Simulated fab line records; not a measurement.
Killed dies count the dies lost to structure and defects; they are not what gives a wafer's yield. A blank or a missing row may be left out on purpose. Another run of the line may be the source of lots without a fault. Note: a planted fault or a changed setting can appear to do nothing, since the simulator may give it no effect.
Check for tools in common | flow sky130 | Sampled: 12 lots, 36 wafers

## THE REASON FOR OPENING IT
At SKY_VIA2_THK_MEAS_01 the reading VIA2_HDPCVD_THK is flagged on 2 of 12 lots. No-fault wafers: 1178 nm, standard deviation 12.
Rule: flag the lot when none of its wafers has a number, or when each of its wafers that has one lies beyond 4 standard deviations from that mean. As for the other lots, they are considered sound.

lot  | measured     | on            | VIA2_HDPCVD_THK (nm), wafer by wafer | flag
L529 | day 35 22:43 | film_metro-02 | 1179 1162 1175                       |
L530 | day 36 12:04 | film_metro-03 | 1164 1178 1175                       |
L531 | day 36 16:46 | film_metro-01 | 1163 1172 1200                       |
L533 | day 37 18:53 | film_metro-02 | 1187 1195 1196                       |
L534 | day 37 23:29 | film_metro-01 | 1169 1184 1176                       |
L537 | day 39 00:08 | film_metro-01 | 1181 1164 1171                       |
L538 | day 39 01:42 | film_metro-01 | 1178 1190 1163                       |
L539 | day 39 04:31 | film_metro-03 | 1176 1182 1185                       |
L543 | day 40 05:04 | film_metro-01 | 1169 1174 1174                       |
L542 | day 40 07:34 | film_metro-01 | 1191 1191 1196                       |
L551 | day 42 05:57 | film_metro-02 | 815 811 812                          | FLAGGED
L552 | day 42 16:01 | film_metro-01 | 821 818 803                          | FLAGGED
On average the flagged lots' numbers are 813 nm, which is -365 nm against the usual, or -30 standard deviations.

## WHICH TOOL RAN EACH LOT
Before the reading, the record contains 2 process steps out of a 708-step route. In each cell: the tool, then ch and the chambers that the sampled wafers went through, then the start.
lot  | flag    | SKY_METAL2_SPUTTER_00        | SKY_VIA2_HDPCVD_00
L529 |         | pvd_sputter-03, day 34 19:12 | hdpcvd-02 ch 0,1,2, day 35 22:36
L530 |         | pvd_sputter-02, day 35 08:13 | hdpcvd-01 ch 0,2, day 36 11:56
L531 |         | pvd_sputter-02, day 35 11:43 | hdpcvd-01 ch 0,1,2, day 36 16:37
L533 |         | pvd_sputter-02, day 36 14:34 | hdpcvd-02 ch 1,2, day 37 18:45
L534 |         | pvd_sputter-02, day 36 19:18 | hdpcvd-02 ch 0,2, day 37 23:21
L537 |         | pvd_sputter-01, day 37 20:49 | hdpcvd-01 ch 1,2, day 39 00:00
L538 |         | pvd_sputter-02, day 37 22:10 | hdpcvd-01 ch 1,2, day 39 01:34
L539 |         | pvd_sputter-03, day 38 00:55 | hdpcvd-01 ch 0,1, day 39 04:23
L543 |         | pvd_sputter-03, day 39 01:59 | hdpcvd-02 ch 0,1,2, day 40 04:56
L542 |         | pvd_sputter-01, day 39 04:54 | hdpcvd-02 ch 0,1,2, day 40 07:25
L551 | FLAGGED | pvd_sputter-02, day 41 03:49 | hdpcvd-01 ch 1,2, day 42 05:50
L552 | FLAGGED | pvd_sputter-01, day 41 13:58 | hdpcvd-01 ch 0,1,2, day 42 15:55
What these steps do:
- SKY_METAL2_SPUTTER_00: material Ti, target thk 15 nm, time 10 s.
- SKY_VIA2_HDPCVD_00: deposits SiO2, target thk 1180 nm, time 196.7 s.
- SKY_VIA2_THK_MEAS_01

## FLAGGED OVER TOTAL, TOOL BY TOOL (the gauges that took the reading come last)
step                  | tool           | lots run | flagged | share of the flagged lots | sound lots run after its first flagged lot
SKY_METAL2_SPUTTER_00 | pvd_sputter-01 | 3        | 1       | some                      | 0
SKY_METAL2_SPUTTER_00 | pvd_sputter-02 | 6        | 1       | some                      | 0
SKY_METAL2_SPUTTER_00 | pvd_sputter-03 | 3        | 0       | none                      | -
SKY_VIA2_HDPCVD_00    | hdpcvd-01      | 7        | 2       | all                       | 0
SKY_VIA2_HDPCVD_00    | hdpcvd-02      | 5        | 0       | none                      | -
SKY_VIA2_THK_MEAS_01  | film_metro-01  | 7        | 1       | some                      | 0
SKY_VIA2_THK_MEAS_01  | film_metro-02  | 3        | 1       | some                      | 0
SKY_VIA2_THK_MEAS_01  | film_metro-03  | 2        | 0       | none                      | -

## WHAT IS ALLOWED BY THE TABLE
In the table, 1 row covers all flagged lots: hdpcvd-01 at SKY_VIA2_HDPCVD_00.
- hdpcvd-01 at SKY_VIA2_HDPCVD_00 ran 7 lots, 2 of them flagged. It ran its last sound lot, L539, at day 39 04:23 and its first flagged lot, L551, at day 42 05:50: a fault with its onset between the two fits.
Just one tool remains: hdpcvd-01 at SKY_VIA2_HDPCVD_00.

## WHAT THE SIMULATOR HAD PUT IN
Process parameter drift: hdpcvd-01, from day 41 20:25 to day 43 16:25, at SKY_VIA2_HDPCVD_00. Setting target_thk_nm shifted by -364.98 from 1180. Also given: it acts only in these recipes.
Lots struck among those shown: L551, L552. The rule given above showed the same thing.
